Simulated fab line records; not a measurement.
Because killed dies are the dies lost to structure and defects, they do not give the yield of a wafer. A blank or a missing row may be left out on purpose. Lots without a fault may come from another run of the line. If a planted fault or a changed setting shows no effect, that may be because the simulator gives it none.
What tool caused it? || flow gf180mcu || 14 lots with 42 wafers sampled at 5 steps, on a route of 602 steps

WHAT THE GAUGES READ, wafer by wafer
GF_POLY_GATE_CD_MEAS_18.
{"lot": "L772", "measured": "day 9 08:46", "on": "cd_sem-01", "cd_nm (nm)": "283.6 281.3 284.7"}
{"lot": "L773", "measured": "day 9 12:04", "on": "cd_sem-01", "cd_nm (nm)": "283.7 280.7 281.7"}
{"lot": "L776", "measured": "day 10 16:08", "on": "cd_sem-01", "cd_nm (nm)": "281.0 277.8 278.5"}
{"lot": "L777", "measured": "day 10 22:23", "on": "cd_sem-01", "cd_nm (nm)": "280.6 283.4 282.1"}
{"lot": "L778", "measured": "day 11 05:25", "on": "cd_sem-02", "cd_nm (nm)": "282.3 276.9 281.7"}
{"lot": "L784", "measured": "day 12 20:41", "on": "cd_sem-01", "cd_nm (nm)": "281.0 280.4 278.9"}
{"lot": "L785", "measured": "day 13 03:11", "on": "cd_sem-02", "cd_nm (nm)": "276.1 277.1 279.1"}
{"lot": "L786", "measured": "day 13 09:31", "on": "cd_sem-01", "cd_nm (nm)": "277.2 282.8 278.3"}
{"lot": "L787", "measured": "day 13 16:42", "on": "cd_sem-01", "cd_nm (nm)": "277.1 277.4 282.5"}
{"lot": "L789", "measured": "day 14 07:09", "on": "cd_sem-01", "cd_nm (nm)": "275.8 279.5 277.5"}
{"lot": "L791", "measured": "day 14 20:04", "on": "cd_sem-02", "cd_nm (nm)": "279.7 281.0 281.2"}
{"lot": "L792", "measured": "day 15 02:47", "on": "cd_sem-01", "cd_nm (nm)": "280.1 282.7 284.2"}
{"lot": "L793", "measured": "day 15 13:49", "on": "cd_sem-02", "cd_nm (nm)": "277.0 282.4 277.6"}
{"lot": "L794", "measured": "day 15 17:06", "on": "cd_sem-02", "cd_nm (nm)": "276.6 278.6 281.0"}

GF_SALICIDE_RS_MEAS_04: uses a four-point probe to measure.
{"lot": "L772", "measured": "day 15 05:27", "on": "film_metro-03", "SALICIDE_TIN_RS (ohm/sq)": "16.75 16.82 16.88"}
{"lot": "L773", "measured": "day 15 07:46", "on": "film_metro-01", "SALICIDE_TIN_RS (ohm/sq)": "16.32 16.68 16.24"}
{"lot": "L776", "measured": "day 16 19:17", "on": "film_metro-03", "SALICIDE_TIN_RS (ohm/sq)": "16.74 16.63 16.53"}
{"lot": "L777", "measured": "day 17 02:28", "on": "film_metro-01", "SALICIDE_TIN_RS (ohm/sq)": "16.35 16.52 16.34"}
{"lot": "L778", "measured": "day 17 10:17", "on": "film_metro-03", "SALICIDE_TIN_RS (ohm/sq)": "16.43 16.60 16.26"}
{"lot": "L784", "measured": "day 19 14:11", "on": "film_metro-01", "SALICIDE_TIN_RS (ohm/sq)": "61.23 60.08 60.03"}
{"lot": "L785", "measured": "day 19 22:09", "on": "film_metro-03", "SALICIDE_TIN_RS (ohm/sq)": "60.61 59.72 60.75"}
{"lot": "L786", "measured": "day 20 02:56", "on": "film_metro-03", "SALICIDE_TIN_RS (ohm/sq)": "62.24 63.30 61.37"}
{"lot": "L787", "measured": "day 20 15:43", "on": "film_metro-01", "SALICIDE_TIN_RS (ohm/sq)": "16.66 16.85 16.50"}
{"lot": "L789", "measured": "day 21 06:17", "on": "film_metro-02", "SALICIDE_TIN_RS (ohm/sq)": "16.48 16.15 16.71"}
{"lot": "L791", "measured": "day 21 21:04", "on": "film_metro-02", "SALICIDE_TIN_RS (ohm/sq)": "16.40 16.51 16.45"}
{"lot": "L792", "measured": "day 22 04:58", "on": "film_metro-01", "SALICIDE_TIN_RS (ohm/sq)": "16.32 16.92 16.49"}
{"lot": "L793", "measured": "day 22 17:08", "on": "film_metro-02", "SALICIDE_TIN_RS (ohm/sq)": "16.78 16.93 16.92"}
{"lot": "L794", "measured": "day 22 18:58", "on": "film_metro-02", "SALICIDE_TIN_RS (ohm/sq)": "16.86 16.88 16.97"}

GF_M1_THK_MEAS_06: measures by xrf.
{"lot": "L772", "measured": "day 16 05:51", "on": "film_metro-02", "M1_ALCU_THK (nm)": "453 442 452"}
{"lot": "L773", "measured": "day 16 08:23", "on": "film_metro-04", "M1_ALCU_THK (nm)": "451 450 456"}
{"lot": "L776", "measured": "day 17 21:18", "on": "film_metro-04", "M1_ALCU_THK (nm)": "450 446 452"}
{"lot": "L777", "measured": "day 18 05:18", "on": "film_metro-04", "M1_ALCU_THK (nm)": "445 446 444"}
{"lot": "L778", "measured": "day 18 12:49", "on": "film_metro-03", "M1_ALCU_THK (nm)": "452 446 456"}
{"lot": "L787", "measured": "day 21 18:27", "on": "film_metro-03", "M1_ALCU_THK (nm)": "442 432 443"}
{"lot": "L789", "measured": "day 22 08:16", "on": "film_metro-03", "M1_ALCU_THK (nm)": "440 441 439"}
{"lot": "L791", "measured": "day 22 23:16", "on": "film_metro-02", "M1_ALCU_THK (nm)": "445 441 444"}
{"lot": "L792", "measured": "day 23 06:15", "on": "film_metro-02", "M1_ALCU_THK (nm)": "439 441 442"}
{"lot": "L793", "measured": "day 23 18:48", "on": "film_metro-04", "M1_ALCU_THK (nm)": "448 448 438"}
{"lot": "L794", "measured": "day 23 19:13", "on": "film_metro-02", "M1_ALCU_THK (nm)": "437 439 437"}

EACH LOT AND THE TOOL THAT RAN IT (in order: tool; ch and the chambers of the sampled wafers; start)
{"lot": "L772", "GF_SALICIDE_SPUTTER_02": "pvd_sputter-03, day 15 05:22", "GF_CONTACT_CVD_02": "pecvd-03 ch 0,1,2, day 15 06:01"}
{"lot": "L773", "GF_SALICIDE_SPUTTER_02": "pvd_sputter-01, day 15 07:39", "GF_CONTACT_CVD_02": "pecvd-02 ch 0,1,2, day 15 08:20"}
{"lot": "L776", "GF_SALICIDE_SPUTTER_02": "pvd_sputter-03, day 16 19:14", "GF_CONTACT_CVD_02": "pecvd-03 ch 0,1, day 16 19:53"}
{"lot": "L777", "GF_SALICIDE_SPUTTER_02": "pvd_sputter-01, day 17 02:24", "GF_CONTACT_CVD_02": "pecvd-04 ch 0,2, day 17 03:03"}
{"lot": "L778", "GF_SALICIDE_SPUTTER_02": "pvd_sputter-01, day 17 10:13", "GF_CONTACT_CVD_02": "pecvd-02 ch 0,2, day 17 10:52"}
{"lot": "L784", "GF_SALICIDE_SPUTTER_02": "pvd_sputter-01, day 19 14:08", "GF_CONTACT_CVD_02": "-"}
{"lot": "L785", "GF_SALICIDE_SPUTTER_02": "pvd_sputter-01, day 19 22:04", "GF_CONTACT_CVD_02": "-"}
{"lot": "L786", "GF_SALICIDE_SPUTTER_02": "pvd_sputter-03, day 20 02:51", "GF_CONTACT_CVD_02": "-"}
{"lot": "L787", "GF_SALICIDE_SPUTTER_02": "pvd_sputter-03, day 20 15:39", "GF_CONTACT_CVD_02": "pecvd-03 ch 0,1,2, day 20 16:17"}
{"lot": "L789", "GF_SALICIDE_SPUTTER_02": "pvd_sputter-01, day 21 06:13", "GF_CONTACT_CVD_02": "pecvd-04 ch 0,1,2, day 21 06:50"}
{"lot": "L791", "GF_SALICIDE_SPUTTER_02": "pvd_sputter-02, day 21 21:01", "GF_CONTACT_CVD_02": "pecvd-04 ch 0,1,2, day 21 21:39"}
{"lot": "L792", "GF_SALICIDE_SPUTTER_02": "pvd_sputter-01, day 22 04:54", "GF_CONTACT_CVD_02": "pecvd-04 ch 0,1, day 22 05:32"}
{"lot": "L793", "GF_SALICIDE_SPUTTER_02": "pvd_sputter-01, day 22 17:05", "GF_CONTACT_CVD_02": "pecvd-04 ch 0,2, day 22 17:43"}
{"lot": "L794", "GF_SALICIDE_SPUTTER_02": "pvd_sputter-01, day 22 18:54", "GF_CONTACT_CVD_02": "pecvd-04 ch 0,1,2, day 22 19:32"}
- GF_SALICIDE_SPUTTER_02: material Co, target thk 10 nm, time 20 s.
- GF_CONTACT_CVD_02: deposits SiO2 from TEOS, target thk 860 nm, time 95.992 s.

WHAT THE TOOLS THEMSELVES READ (means of the sampled wafers that have a number; where no wafer has one, the mark that the record gives instead)
GF_SALICIDE_SPUTTER_02.
{"lot": "L772", "tool": "pvd_sputter-03", "cathode_dc_power_W (W)": 999.97, "chamber_pressure_pa (Pa)": 0.4004, "throttle_valve_pct (%)": 29.1}
{"lot": "L773", "tool": "pvd_sputter-01", "cathode_dc_power_W (W)": 1000.17, "chamber_pressure_pa (Pa)": 0.3994, "throttle_valve_pct (%)": 31.6}
{"lot": "L776", "tool": "pvd_sputter-03", "cathode_dc_power_W (W)": 999.94, "chamber_pressure_pa (Pa)": 0.4000, "throttle_valve_pct (%)": 29.0}
{"lot": "L777", "tool": "pvd_sputter-01", "cathode_dc_power_W (W)": 999.86, "chamber_pressure_pa (Pa)": 0.4002, "throttle_valve_pct (%)": 31.0}
{"lot": "L778", "tool": "pvd_sputter-01", "cathode_dc_power_W (W)": 1000.04, "chamber_pressure_pa (Pa)": 0.4001, "throttle_valve_pct (%)": 30.1}
{"lot": "L784", "tool": "pvd_sputter-01", "cathode_dc_power_W (W)": "-", "chamber_pressure_pa (Pa)": "-", "throttle_valve_pct (%)": "-"}
{"lot": "L785", "tool": "pvd_sputter-01", "cathode_dc_power_W (W)": "-", "chamber_pressure_pa (Pa)": "-", "throttle_valve_pct (%)": "-"}
{"lot": "L786", "tool": "pvd_sputter-03", "cathode_dc_power_W (W)": "-", "chamber_pressure_pa (Pa)": "-", "throttle_valve_pct (%)": "-"}
{"lot": "L787", "tool": "pvd_sputter-03", "cathode_dc_power_W (W)": 1000.04, "chamber_pressure_pa (Pa)": 0.3998, "throttle_valve_pct (%)": 28.9}
{"lot": "L789", "tool": "pvd_sputter-01", "cathode_dc_power_W (W)": 1000.17, "chamber_pressure_pa (Pa)": 0.3996, "throttle_valve_pct (%)": 30.1}
{"lot": "L791", "tool": "pvd_sputter-02", "cathode_dc_power_W (W)": 999.88, "chamber_pressure_pa (Pa)": 0.4003, "throttle_valve_pct (%)": 29.7}
{"lot": "L792", "tool": "pvd_sputter-01", "cathode_dc_power_W (W)": 1000.13, "chamber_pressure_pa (Pa)": 0.3995, "throttle_valve_pct (%)": 30.4}
{"lot": "L793", "tool": "pvd_sputter-01", "cathode_dc_power_W (W)": 999.82, "chamber_pressure_pa (Pa)": 0.4000, "throttle_valve_pct (%)": 31.3}
{"lot": "L794", "tool": "pvd_sputter-01", "cathode_dc_power_W (W)": 999.98, "chamber_pressure_pa (Pa)": 0.4004, "throttle_valve_pct (%)": 32.2}

GF_CONTACT_CVD_02.
{"lot": "L772", "tool": "pecvd-03", "heater_power_w (W)": 700}
{"lot": "L773", "tool": "pecvd-02", "heater_power_w (W)": 781}
{"lot": "L776", "tool": "pecvd-03", "heater_power_w (W)": 687}
{"lot": "L777", "tool": "pecvd-04", "heater_power_w (W)": 717}
{"lot": "L778", "tool": "pecvd-02", "heater_power_w (W)": 675}
{"lot": "L787", "tool": "pecvd-03", "heater_power_w (W)": 695}
{"lot": "L789", "tool": "pecvd-04", "heater_power_w (W)": 679}
{"lot": "L791", "tool": "pecvd-04", "heater_power_w (W)": 626}
{"lot": "L792", "tool": "pecvd-04", "heater_power_w (W)": 605}
{"lot": "L793", "tool": "pecvd-04", "heater_power_w (W)": 658}
{"lot": "L794", "tool": "pecvd-04", "heater_power_w (W)": 642}

THE ANSWER, worked out from the rows above alone
Rule: usual is defined by the lots themselves. The widest of any qualifying gaps counts: lots, ordered by their means at a reading, are off when they make up no more than a third of the lots, leave a main group of 4 or more, and stand apart from it by 3 or more times the standard deviation of that group's means. A main group whose means are all the same, to the digits that the tables above print for the reading, isn't used. A lot without any number at a reading at which 4 lots or more have one is off too. Any other lot the step has rows for is counted as sound. The gauges are gone through in route order, then the tools' own readings, and for those a lot's mean is taken as printed above. The first step at which some lot is off is used, and at that step the reading that is off furthest; a lot without a number counts as furthest.
Off: L784, L785, L786, at GF_SALICIDE_RS_MEAS_04 (SALICIDE_TIN_RS). The main group has a mean of 16.60 ohm/sq with a standard deviation of 0.18.
A tool fits if, at a process step before that reading, it ran every lot that is off, and no sound lot after the first of them. Not tried: the gauges at GF_SALICIDE_RS_MEAS_04; whatever is off there is also off at GF_SALICIDE_SPUTTER_02, on other tools, and gauge error can't account for it. Not one of the candidates tried fits.

WHAT WAS PUT IN BY THE SIMULATOR
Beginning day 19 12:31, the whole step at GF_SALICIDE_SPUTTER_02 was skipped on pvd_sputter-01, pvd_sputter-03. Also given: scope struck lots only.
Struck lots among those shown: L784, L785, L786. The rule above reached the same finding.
